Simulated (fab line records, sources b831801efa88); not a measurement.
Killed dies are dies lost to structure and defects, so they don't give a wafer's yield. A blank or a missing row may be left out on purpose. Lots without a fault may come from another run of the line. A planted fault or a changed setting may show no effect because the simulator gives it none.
Chamber matching | flow gf180mcu | GF_V3_CVD_02 on pecvd-02: 3 sister chambers
The step deposits SiO2 from TEOS, target thk 850 nm, time 94.851 s. 20 wafers are shown with their chamber, then 10 later ones without.

WAFERS WITH THEIR CHAMBER
wafer  | chamber | heater_power_w (W)
L376.2 | 0       | 541
L376.4 | 2       | 577
L376.6 | 0       | 584
L378.3 | 1       | 483
L378.4 | 0       | 592
L378.6 | 2       | 590
L379.2 | 2       | 601
L379.4 | 0       | 591
L379.6 | 1       | 555
L381.4 | 0       | 549
L381.5 | 1       | 462
L381.6 | 2       | 604
L383.1 | 0       | 568
L383.2 | 1       | 484
L383.3 | 2       | 521
L391.2 | 0       | 487
L391.3 | 2       | 574
L391.4 | 0       | 524
L396.3 | 2       | 562
L396.4 | 0       | 554

SIGNATURES (means of the wafers above)
reading        | chamber 0 | chamber 1 | chamber 2 | scatter within a chamber
heater_power_w | 554.44    | 496.00    | 575.57    | 33.7
Rule: a wafer's distance from a chamber is the root of the sum, over the readings, of the square of ((its reading less the chamber's mean) divided by the reading's scatter). The wafer belongs to the nearest chamber; if the next one is less than 2 further off, it can't be placed. The scatter: the root of (the sum of the squares of (reading less its chamber's mean) over the shown wafers, divided by (wafers less chambers)).

WAFERS WITHOUT THEIR CHAMBER
wafer  | heater_power_w (W)
L396.5 | 592
L397.3 | 584
L397.5 | 475
L397.6 | 488
L398.2 | 549
L398.4 | 473
L398.6 | 463
L399.2 | 589
L399.3 | 478
L399.6 | 560

WHICH CHAMBER EACH WENT THROUGH
wafer  | from the rows above          | in truth
L396.5 | can't be placed: 2 or 0      | 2
L397.3 | can't be placed: 2 or 0      | 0
L397.5 | can't be placed: 1 or 0      | 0
L397.6 | can't be placed: 1 or 0      | 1
L398.2 | can't be placed: 0 or 2 or 1 | 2
L398.4 | can't be placed: 1 or 0      | 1
L398.6 | can't be placed: 1 or 0      | 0
L399.2 | can't be placed: 2 or 0      | 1
L399.3 | can't be placed: 1 or 0      | 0
L399.6 | can't be placed: 0 or 2 or 1 | 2
Placed correctly: 0 of 10. Can't be placed from these rows: 10 (the true chamber is among the candidates in 9). Placed wrongly: 0.
